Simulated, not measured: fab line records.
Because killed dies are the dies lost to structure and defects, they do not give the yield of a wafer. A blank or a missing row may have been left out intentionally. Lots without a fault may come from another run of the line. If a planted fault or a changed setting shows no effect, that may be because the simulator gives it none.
The tool behind it: which one? | flow sky130 | 11 lots, 33 wafers sampled, at 5 steps of a route of 708

WHAT THE GAUGES SHOWED, per wafer
SKY_VT_ADJUST_LVTN_OVL_MEAS_18. Usual: for VT_ADJUST_LVTN_01_OVL the level is 0.7 nm and the standard deviation is 1.6.
lot  | measured     | on         | VT_ADJUST_LVTN_01_OVL (nm) | flag
L903 | day 7 19:11  | overlay-02 | 2.2 2.6 2.6                |
L904 | day 8 06:57  | overlay-02 | 4.3 2.8 1.6                |
L906 | day 8 14:22  | overlay-01 | -1.3 -2.3 -1.6             |
L907 | day 8 19:25  | overlay-02 | 2.5 2.7 0.6                |
L908 | day 9 04:49  | overlay-02 | -1.1 -0.1 1.4              |
L909 | day 9 15:26  | overlay-02 | -0.1 -1.4 -0.7             |
L910 | day 9 20:24  | overlay-01 | -2.7 -0.2 0.4              |
L919 | day 12 08:36 | overlay-02 | 1.1 3.0 -0.8               |
L920 | day 12 14:48 | overlay-01 | 0.1 0.6 -1.0               |
L922 | day 13 05:03 | overlay-02 | 0.4 2.3 0.8                |
L923 | day 13 12:13 | overlay-01 | 0.2 -0.7 -0.3              |

SKY_SONOS_TUNNEL_CD_MEAS_07: target cd 410 nm. Usual: cd_nm 410.1 nm, standard deviation 2.2.
lot  | measured     | on        | cd_nm (nm)        | flag
L903 | day 11 10:48 | cd_sem-02 | 411.5 410.4 412.5 |
L904 | day 11 23:28 | cd_sem-01 | 406.9 409.0 407.1 |
L906 | day 12 10:04 | cd_sem-02 | 412.2 412.3 411.8 |
L907 | day 12 14:34 | cd_sem-02 | 408.1 409.4 407.9 |
L908 | day 13 00:31 | cd_sem-02 | 409.9 410.0 410.4 |
L909 | day 13 12:32 | cd_sem-01 | 408.3 410.1 408.1 |
L910 | day 13 18:49 | cd_sem-02 | 409.2 408.0 409.4 |
L919 | day 16 18:24 | cd_sem-02 | 414.8 413.8 413.6 |
L920 | day 17 10:49 | cd_sem-02 | 405.5 406.9 407.3 |
L922 | day 17 13:48 | cd_sem-02 | 411.5 411.5 413.1 |
L923 | day 17 20:23 | cd_sem-02 | 409.2 411.2 409.5 |

SKY_GATE_OXIDE_THK_MEAS_02. Usual: for GATE_OXIDE_OXIDATION_00_THK the level is 10.29 nm and the standard deviation is 0.19.
lot  | measured     | on            | GATE_OXIDE_OXIDATION_00_THK (nm) | flag
L903 | day 12 20:14 | film_metro-03 | 10.13 10.25 9.99                 |
L904 | day 13 08:34 | film_metro-01 | 10.03 10.15 10.18                |
L906 | day 13 18:31 | film_metro-04 | 10.46 10.27 10.24                |
L907 | day 14 00:19 | film_metro-03 | 10.23 10.13 10.15                |
L908 | day 14 14:14 | film_metro-04 | 10.37 10.38 10.23                |
L909 | day 15 00:40 | film_metro-03 | 10.12 10.20 10.23                |
L910 | day 15 05:46 | film_metro-04 | 10.23 10.30 10.14                |
L919 | day 18 07:47 | film_metro-01 | 8.42 8.36 8.47                   | OFF
L920 | day 19 03:27 | film_metro-03 | 8.24 8.33 8.38                   | OFF
L922 | day 19 07:41 | film_metro-01 | 10.30 10.34 10.17                |
L923 | day 20 15:16 | film_metro-01 | 10.36 10.21 10.18                |

EACH LOT AND THE TOOL THAT RAN IT (in order: tool; ch and the chambers of the sampled wafers; start)
lot  | SKY_NWELL_STRIP_25                   | SKY_GATE_OXIDE_OXIDATION_01
L903 | plasma_asher-02 ch 0,1, day 5 09:25  | furnace-01 ch 0, day 12 18:49
L904 | plasma_asher-04 ch 0,1, day 5 20:20  | furnace-02 ch 0, day 13 07:10
L906 | plasma_asher-04 ch 0,1, day 6 02:33  | furnace-02 ch 0, day 13 17:07
L907 | plasma_asher-02 ch 0,1, day 6 06:27  | furnace-02 ch 0, day 13 22:55
L908 | plasma_asher-02 ch 0,1, day 6 14:04  | furnace-02 ch 0, day 14 12:49
L909 | plasma_asher-04 ch 0,1, day 7 00:07  | furnace-02 ch 0, day 14 23:14
L910 | plasma_asher-03 ch 0,1, day 7 03:28  | furnace-01 ch 0, day 15 04:21
L919 | plasma_asher-03 ch 0,1, day 9 11:12  | furnace-02 ch 0, day 18 06:23
L920 | plasma_asher-03 ch 0,1, day 9 16:25  | furnace-02 ch 0, day 19 02:02
L922 | plasma_asher-03 ch 0,1, day 10 05:57 | furnace-01 ch 0, day 19 06:16
L923 | plasma_asher-03 ch 0,1, day 10 12:12 | furnace-01 ch 0, day 20 13:51
- SKY_NWELL_STRIP_25: strips in O2/N2.
- SKY_GATE_OXIDE_OXIDATION_01: stabilise 600 s, purge 300 s, target thk 10.268 nm.

WHAT THE TOOLS THEMSELVES READ (means of the sampled wafers that have a number; where no wafer has one, the mark that the record gives instead)
SKY_NWELL_STRIP_25. Usual: chamber_pressure_mTorr 1499.9 mTorr, standard deviation 1.3; drypump_motor_current_A 5.7 A, standard deviation 0.35; oes_product_au 0.722 a.u., standard deviation 0.0044; strip_time_to_endpoint_s 36.95 s, standard deviation 0.099.
lot  | tool            | chamber_pressure_mTorr (mTorr) | drypump_motor_current_A (A) | oes_product_au (a.u.) | strip_time_to_endpoint_s (s) | flag
L903 | plasma_asher-02 | 1500.6                         | 5.5                         | 0.725                 | 37.01                        |
L904 | plasma_asher-04 | 1499.2                         | 6.1                         | 0.721                 | 37.03                        |
L906 | plasma_asher-04 | 1499.6                         | 6.1                         | 0.721                 | 36.98                        |
L907 | plasma_asher-02 | 1501.5                         | 5.5                         | 0.722                 | 37.08                        |
L908 | plasma_asher-02 | 1500.2                         | 5.5                         | 0.723                 | 37.01                        |
L909 | plasma_asher-04 | 1500.6                         | 6.1                         | 0.720                 | 36.99                        |
L910 | plasma_asher-03 | 1499.5                         | 5.3                         | 0.723                 | 37.03                        |
L919 | plasma_asher-03 | 1500.4                         | 5.5                         | 0.725                 | 36.76                        |
L920 | plasma_asher-03 | 1500.3                         | 5.5                         | 0.722                 | 37.00                        |
L922 | plasma_asher-03 | 1500.3                         | 5.3                         | 0.724                 | 36.80                        |
L923 | plasma_asher-03 | 1499.4                         | 5.5                         | 0.723                 | 36.93                        |

SKY_GATE_OXIDE_OXIDATION_01. Usual: spike_tc_bottom_C 917.6 C, standard deviation 1.5; spike_tc_centre_C 900.1 C, standard deviation 0.98; spike_tc_lower_C 900.3 C, standard deviation 1; spike_tc_top_C 910.7 C, standard deviation 1.6; spike_tc_upper_C 900.2 C, standard deviation 1.1; tube_center_temp_C 900 C, standard deviation 0.08; tube_center_temp_C_max 902.3, standard deviation 0.37; zone_power_centre_pct 17.9 %, standard deviation 0.78; zone_power_lower_pct 18.3 %, standard deviation 1.5.
lot  | tool       | spike_tc_bottom_C (C) | spike_tc_centre_C (C) | spike_tc_lower_C (C) | spike_tc_top_C (C) | spike_tc_upper_C (C) | tube_center_temp_C (C) | tube_center_temp_C_max | zone_power_centre_pct (%) | zone_power_lower_pct (%) | flag
L903 | furnace-01 | 915.2                 | 900.0                 | 899.5                | 913.1              | 899.3                | 900                    | 902.3                  | 19.1                      | 20.5                     |
L904 | furnace-02 | 918.2                 | 901.0                 | 901.2                | 909.8              | 899.5                | 900                    | 902.6                  | 17.4                      | 17.4                     |
L906 | furnace-02 | 918.6                 | 899.5                 | 900.9                | 910.0              | 900.2                | 900                    | 902.4                  | 17.4                      | 17.4                     |
L907 | furnace-02 | 918.6                 | 900.1                 | 900.8                | 910.4              | 900.7                | 900                    | 902.1                  | 17.3                      | 17.3                     |
L908 | furnace-02 | 918.2                 | 899.9                 | 900.4                | 909.8              | 900.8                | 900                    | 902.3                  | 17.2                      | 17.3                     |
L909 | furnace-02 | 918.2                 | 899.7                 | 900.2                | 910.5              | 900.4                | 900                    | 902.1                  | 17.5                      | 17.5                     |
L910 | furnace-01 | 915.7                 | 900.9                 | 900.5                | 913.5              | 898.9                | 900                    | 902.0                  | 19.1                      | 20.8                     |
L919 | furnace-02 | 900.3                 | 881.0                 | 880.6                | 891.9              | 882.7                | 881                    | 883.8                  | 16.7                      | 16.7                     | OFF
L920 | furnace-02 | 899.6                 | 881.0                 | 881.5                | 890.3              | 881.9                | 881                    | 883.5                  | 16.8                      | 16.7                     | OFF
L922 | furnace-01 | 915.5                 | 900.1                 | 899.7                | 911.9              | 899.8                | 900                    | 902.6                  | 19.0                      | 20.8                     |
L923 | furnace-01 | 916.4                 | 900.2                 | 900.0                | 911.9              | 899.4                | 900                    | 902.0                  | 19.0                      | 20.8                     |

THE ANSWER, worked out from the rows above alone
Rule: a lot is off if the mean of its wafers that have a number lies more than 3 standard deviations from the usual mean. A lot without any number at a reading at which 4 lots or more have one is off too. The other lots that the step has rows for count as sound. First the gauges in route order, then the tools' own readings, where a lot's mean is used as printed above. At the first step where some lot is off, the reading lying furthest off is the one used; lots without a number count as furthest.
Off: L919, L920, seen at SKY_GATE_OXIDE_THK_MEAS_02 (GATE_OXIDE_OXIDATION_00_THK).
If a tool, at a process step before that reading, ran all the lots that are off and no sound lot after the first of them, it fits. The gauges at SKY_GATE_OXIDE_THK_MEAS_02 aren't tried: what is off there is off at SKY_GATE_OXIDE_OXIDATION_01 too, on other tools, and a gauge's error can't cause that. One fits: furnace-02 at SKY_GATE_OXIDE_OXIDATION_01. A fault onset in the window from L909 (day 14 23:14, its last sound lot) to L919 (day 18 06:23, its first lot off) fits.
The tool's own readings at SKY_GATE_OXIDE_OXIDATION_01 bear it out: on the lots that are off they differ by more than 5 times the standard deviation of the sound lots' means. spike_tc_bottom_C reads 900.0 C there against 917.2 C on the sound lots; spike_tc_centre_C reads 881.0 C there against 900.2 C on the sound lots; spike_tc_lower_C reads 881.0 C there against 900.4 C on the sound lots; spike_tc_top_C reads 891.1 C there against 911.2 C on the sound lots; spike_tc_upper_C reads 882.3 C there against 899.9 C on the sound lots; tube_center_temp_C reads 881 C there against 900 C on the sound lots; tube_center_temp_C_max reads 883.6 there against 902.3 on the sound lots.

WHAT THE SIMULATOR HAD PUT IN
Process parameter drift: furnace-02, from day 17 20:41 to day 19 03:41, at SKY_GATE_OXIDE_OXIDATION_01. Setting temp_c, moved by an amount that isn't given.
Struck lots among those shown: L919, L920. The rule given above showed the same thing.
